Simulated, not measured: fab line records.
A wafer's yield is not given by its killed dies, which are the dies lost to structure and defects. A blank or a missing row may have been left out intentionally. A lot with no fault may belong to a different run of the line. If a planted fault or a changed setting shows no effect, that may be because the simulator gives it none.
The tool behind it: which one? -- flow sky130 -- 13 lots with 39 wafers sampled at 2 steps, on a route of 708 steps

WHAT THE GAUGES SHOWED, per wafer
SKY_METAL1_CD_MEAS_15: target cd 140 nm.
lot,measured,on,cd-nm (nm)
L924,day 32 11:50,cd-sem-02,140.9 141.7 141.5
L923,day 32 12:26,cd-sem-01,140.5 138.8 139.9
L925,day 33 08:29,cd-sem-01,139.5 140.9 139.1
L926,day 33 10:58,cd-sem-02,139.5 139.4 141.4
L927,day 34 03:49,cd-sem-02,140.5 140.1 140.1
L928,day 35 02:03,cd-sem-02,139.8 141.7 138.7
L930,day 35 09:31,cd-sem-01,139.3 140.1 138.7
L934,day 36 13:41,cd-sem-01,140.0 140.2 140.1
L937,day 37 11:43,cd-sem-01,138.1 137.9 138.1
L938,day 37 14:16,cd-sem-01,140.4 141.0 140.0
L941,day 38 06:27,cd-sem-01,139.1 139.5 137.4
L942,day 38 17:52,cd-sem-02,139.0 140.1 139.5
L945,day 39 07:34,cd-sem-02,141.1 142.3 141.9

EACH LOT AND THE TOOL THAT RAN IT (in order: tool; ch and the chambers of the sampled wafers; start)
lot,SKY_CONTACT_CVD_24
L924,"cvd-w-01 ch 0,1, day 31 07:05"
L923,"cvd-w-02 ch 0,1, day 31 08:28"
L925,"cvd-w-02 ch 0,1, day 32 04:20"
L926,"cvd-w-02 ch 0,1, day 32 07:47"
L927,"cvd-w-02 ch 0,1, day 33 00:41"
L928,"cvd-w-02 ch 0,1, day 33 23:38"
L930,"cvd-w-02 ch 0,1, day 34 05:05"
L934,"cvd-w-01 ch 0,1, day 35 11:16"
L937,"cvd-w-01 ch 0,1, day 36 09:04"
L938,"cvd-w-02 ch 0,1, day 36 11:34"
L941,"cvd-w-01 ch 0,1, day 37 03:37"
L942,"cvd-w-02 ch 0,1, day 37 16:26"
L945,"cvd-w-01 ch 0,1, day 38 06:26"
- SKY_CONTACT_CVD_24: deposits W, target thk 340 nm, time 102.12 s.

AS READ BY THE TOOLS THEMSELVES (means over the sampled wafers that have a number; for cases with no such wafer, the mark the record gives instead)
SKY_CONTACT_CVD_24.
lot,tool,heater-power-w (W)
L924,cvd-w-01,865
L923,cvd-w-02,1001
L925,cvd-w-02,999
L926,cvd-w-02,932
L927,cvd-w-02,984
L928,cvd-w-02,996
L930,cvd-w-02,930
L934,cvd-w-01,868
L937,cvd-w-01,861
L938,cvd-w-02,933
L941,cvd-w-01,853
L942,cvd-w-02,999
L945,cvd-w-01,913

THE ANSWER, worked out from the rows above alone
Rule: usual is defined by the lots themselves. Put in order of their means at a reading, lots are off if they are a third of the lots or fewer, leave a main group of 4 or more, and stand apart from it by a gap of 3 or more times the standard deviation of the main group's means; of several such gaps the widest counts. The tables above print the reading to a certain number of digits; a main group whose means all agree to those digits is not used. Also off: a lot with no number at a reading for which 4 or more lots have one. All remaining lots with rows at the step are treated as sound. Order of review: gauges by route order, followed by the tools' own readings, for which a lot's mean as printed above is used. The first step at which some lot is off is used, and at that step the reading that is off furthest; a lot without a number counts as furthest.
Across all readings shown, no lot is off: no conclusion can be drawn from this.

WHAT WAS PUT IN BY THE SIMULATOR
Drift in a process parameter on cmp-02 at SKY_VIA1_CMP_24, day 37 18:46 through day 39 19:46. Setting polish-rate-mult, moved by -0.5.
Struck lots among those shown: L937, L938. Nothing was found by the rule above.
